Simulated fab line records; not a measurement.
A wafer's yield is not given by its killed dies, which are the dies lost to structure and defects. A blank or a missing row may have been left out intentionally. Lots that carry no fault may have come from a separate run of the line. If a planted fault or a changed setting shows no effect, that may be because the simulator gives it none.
Matching of chambers ; flow sky130 ; SKY_VIA3_ETCH_15 on rie-diel-02 has 4 sister chambers
The step etches SiO2 in C4F8/O2/Ar, stops on TiN, target depth 507 nm, time 78 s. 18 wafers are shown with their chamber, then 9 later ones without.

== EACH WAFER AND ITS CHAMBER ==
wafer;chamber;oes-product-au (a.u.);rf-fwd-power-W (W)
L075.2;1;0.949;1496
L075.3;0;0.945;1497
L075.6;0;0.947;1488
L079.1;2;0.949;1481
L079.2;3;0.949;1495
L079.3;0;0.951;1484
L079.4;1;0.949;1490
L079.5;2;0.941;1486
L079.6;1;0.942;1491
L080.1;3;0.946;1491
L080.4;0;0.949;1498
L080.5;3;0.944;1495
L082.1;3;0.952;1498
L082.2;2;0.941;1498
L082.3;1;0.948;1493
L082.4;0;0.947;1492
L082.5;0;0.951;1487
L082.6;3;0.945;1494

SIGNATURES, as means of the wafers listed above
reading;chamber 0;chamber 1;chamber 2;chamber 3;scatter within a chamber
oes-product-au;0.94833;0.94700;0.94367;0.94720;0.00326
rf-fwd-power-W;1491.00;1492.50;1488.33;1494.60;5.06
Rule: for a wafer and a chamber, the distance is found by dividing, reading by reading, the gap between the wafer's reading and the chamber's mean by the reading's scatter, squaring, summing and taking the root. The wafer belongs to the nearest chamber; if the next one is less than 2 further off, it can't be placed. The scatter is the square root of a quotient: the sum, over the shown wafers, of each reading's squared deviation from its chamber's mean, divided by wafers minus chambers.

== WAFERS MISSING THEIR CHAMBER ==
wafer;oes-product-au (a.u.);rf-fwd-power-W (W)
L094.1;0.944;1488
L094.2;0.949;1493
L094.3;0.950;1490
L094.4;0.944;1490
L094.5;0.948;1487
L094.6;0.943;1495
L095.3;0.950;1484
L095.5;0.936;1487
L095.6;0.948;1486

== WHICH CHAMBER EACH WENT THROUGH ==
wafer;from the rows above;in truth
L094.1;can't be placed: 2 or 1 or 0 or 3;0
L094.2;can't be placed: 0 or 1 or 3 or 2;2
L094.3;can't be placed: 0 or 1 or 3 or 2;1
L094.4;can't be placed: 2 or 1 or 3 or 0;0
L094.5;can't be placed: 0 or 1 or 2 or 3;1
L094.6;can't be placed: 3 or 1 or 2 or 0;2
L095.3;can't be placed: 0 or 1 or 2 or 3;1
L095.5;can't be placed: 2 or 1 or 3 or 0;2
L095.6;can't be placed: 0 or 1 or 2 or 3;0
Correct placement for 0 of the 9. Not placeable from these rows: 9 (in 9, the candidates include the true chamber). 0 placed wrongly.
